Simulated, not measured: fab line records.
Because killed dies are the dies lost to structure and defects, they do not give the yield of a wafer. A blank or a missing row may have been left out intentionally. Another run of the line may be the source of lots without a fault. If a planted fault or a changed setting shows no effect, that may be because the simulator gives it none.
Which tool did it? | flow sfq-line | 21 wafers from 7 lots sampled at 3 of the route's 325 steps

== WHAT THE GAUGES READ, wafer by wafer ==
SFQ_JJ_OVL_MEAS_931.
lot  | measured     | on         | J5_OVL (nm)
L995 | day 51 01:01 | overlay-01 | 3 -1 -3
L999 | day 53 04:38 | overlay-02 | -4 -5 -3
L101 | day 53 12:50 | overlay-02 | 0 -2 -9
L103 | day 54 11:35 | overlay-01 | -4 -4 3
L108 | day 54 23:59 | overlay-02 | -2 -1 -2
L113 | day 56 11:29 | overlay-02 | -9 -9 -3
L115 | day 56 16:17 | overlay-02 | 2 -1 3

== EACH LOT AND THE TOOL THAT RAN IT (in order: tool; ch and the chambers of the sampled wafers; start) ==
lot  | SFQ_TRILAYER_M4_BARC_OPEN_METAL_ETCH_123 | SFQ_TRILAYER_M4_STRIP_STRIP_097
L995 | rie-metal-01 ch 0,1, day 45 06:46        | rie-metal-01 ch 0,1, day 45 06:57
L999 | rie-metal-01 ch 0,1, day 52 09:56        | rie-metal-01 ch 0,1, day 52 10:07
L101 | rie-metal-01 ch 0,1, day 52 20:17        | rie-metal-01 ch 0,1, day 52 20:28
L103 | rie-metal-02 ch 0,1, day 53 19:15        | rie-metal-02 ch 0,1, day 53 19:37
L108 | rie-metal-01 ch 0,1, day 54 09:32        | rie-metal-01 ch 0,1, day 54 09:54
L113 | rie-metal-01 ch 0,1, day 55 05:08        | rie-metal-01 ch 0,1, day 55 05:19
L115 | rie-metal-01 ch 0,1, day 55 12:20        | rie-metal-01 ch 0,1, day 55 12:31
- SFQ_TRILAYER_M4_BARC_OPEN_METAL_ETCH_123: etches BARC in O2, target depth 125 nm, time 41.7 s.
- SFQ_TRILAYER_M4_STRIP_STRIP_097: strips in O2.

== THE ANSWER, worked out from the rows above alone ==
Rule: usual is defined by the lots themselves. The widest of any qualifying gaps counts: lots, ordered by their means at a reading, are off when they make up no more than a third of the lots, leave a main group of 4 or more, and stand apart from it by 3 or more times the standard deviation of that group's means. Not used: any main group whose means are identical at the precision the tables above print for the reading. A lot without any number at a reading at which 4 lots or more have one is off too. Where the step has rows for the other lots, those lots are counted as sound.
Nothing can be told from this: no lot is off at any reading shown.

== WHAT THE SIMULATOR PUT IN ==
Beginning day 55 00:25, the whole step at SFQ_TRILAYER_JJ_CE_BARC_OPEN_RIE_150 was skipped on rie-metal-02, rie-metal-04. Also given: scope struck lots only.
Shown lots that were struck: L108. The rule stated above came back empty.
